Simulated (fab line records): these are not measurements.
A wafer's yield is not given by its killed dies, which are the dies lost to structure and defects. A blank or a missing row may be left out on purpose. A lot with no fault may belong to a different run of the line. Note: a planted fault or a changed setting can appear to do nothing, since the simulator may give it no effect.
Chamber matching || flow sky130 || SKY_CAPM_CVD_00 on pecvd-01 has 3 sister chambers
The step deposits SiO2, target thk 15.5 nm. 18 wafers are shown with their chamber, then 9 later ones without.

== EACH WAFER AND ITS CHAMBER ==
{"wafer": "L075.1", "chamber": 2, "heaterPowerW (W)": 779}
{"wafer": "L075.2", "chamber": 0, "heaterPowerW (W)": 636}
{"wafer": "L075.3", "chamber": 0, "heaterPowerW (W)": 633}
{"wafer": "L075.4", "chamber": 2, "heaterPowerW (W)": 760}
{"wafer": "L075.5", "chamber": 0, "heaterPowerW (W)": 644}
{"wafer": "L075.6", "chamber": 2, "heaterPowerW (W)": 801}
{"wafer": "L076.2", "chamber": 0, "heaterPowerW (W)": 602}
{"wafer": "L076.5", "chamber": 0, "heaterPowerW (W)": 592}
{"wafer": "L076.6", "chamber": 1, "heaterPowerW (W)": 715}
{"wafer": "L077.1", "chamber": 1, "heaterPowerW (W)": 690}
{"wafer": "L077.2", "chamber": 0, "heaterPowerW (W)": 577}
{"wafer": "L077.3", "chamber": 2, "heaterPowerW (W)": 799}
{"wafer": "L077.4", "chamber": 0, "heaterPowerW (W)": 559}
{"wafer": "L077.5", "chamber": 1, "heaterPowerW (W)": 703}
{"wafer": "L077.6", "chamber": 2, "heaterPowerW (W)": 783}
{"wafer": "L078.2", "chamber": 0, "heaterPowerW (W)": 665}
{"wafer": "L078.5", "chamber": 2, "heaterPowerW (W)": 793}
{"wafer": "L078.6", "chamber": 1, "heaterPowerW (W)": 740}

SIGNATURES (means of the wafers above)
{"reading": "heaterPowerW", "chamber 0": 613.50, "chamber 1": 712.00, "chamber 2": 785.83, "scatter within a chamber": 28.2}
Rule: distance of a wafer from a chamber = root of the sum over the readings of ((wafer's reading minus chamber's mean) / reading's scatter) squared. If the next closest chamber is less than 2 further off than the closest, the wafer can't be placed; otherwise it belongs to the closest. The scatter is the square root of a quotient: the sum, over the shown wafers, of each reading's squared deviation from its chamber's mean, divided by wafers minus chambers.

== WAFERS WITHOUT THEIR CHAMBER ==
{"wafer": "L083.1", "heaterPowerW (W)": 735}
{"wafer": "L083.2", "heaterPowerW (W)": 660}
{"wafer": "L083.3", "heaterPowerW (W)": 685}
{"wafer": "L083.4", "heaterPowerW (W)": 726}
{"wafer": "L083.5", "heaterPowerW (W)": 741}
{"wafer": "L083.6", "heaterPowerW (W)": 690}
{"wafer": "L087.1", "heaterPowerW (W)": 627}
{"wafer": "L087.4", "heaterPowerW (W)": 746}
{"wafer": "L087.5", "heaterPowerW (W)": 637}

== CHAMBER TAKEN BY EACH ==
{"wafer": "L083.1", "from the rows above": "can't be placed: 1 or 2", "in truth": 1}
{"wafer": "L083.2", "from the rows above": "can't be placed: 0 or 1", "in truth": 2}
{"wafer": "L083.3", "from the rows above": "can't be placed: 1 or 0", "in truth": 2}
{"wafer": "L083.4", "from the rows above": "can't be placed: 1 or 2", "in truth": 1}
{"wafer": "L083.5", "from the rows above": "can't be placed: 1 or 2", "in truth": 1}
{"wafer": "L083.6", "from the rows above": "can't be placed: 1 or 0", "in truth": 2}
{"wafer": "L087.1", "from the rows above": 0, "in truth": 0}
{"wafer": "L087.4", "from the rows above": "can't be placed: 1 or 2", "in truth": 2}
{"wafer": "L087.5", "from the rows above": "can't be placed: 0 or 1", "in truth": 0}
1 of 9 placed correctly. Unplaceable from these rows: 8, with the true chamber sitting among the candidates in 5. Wrongly placed: 0.
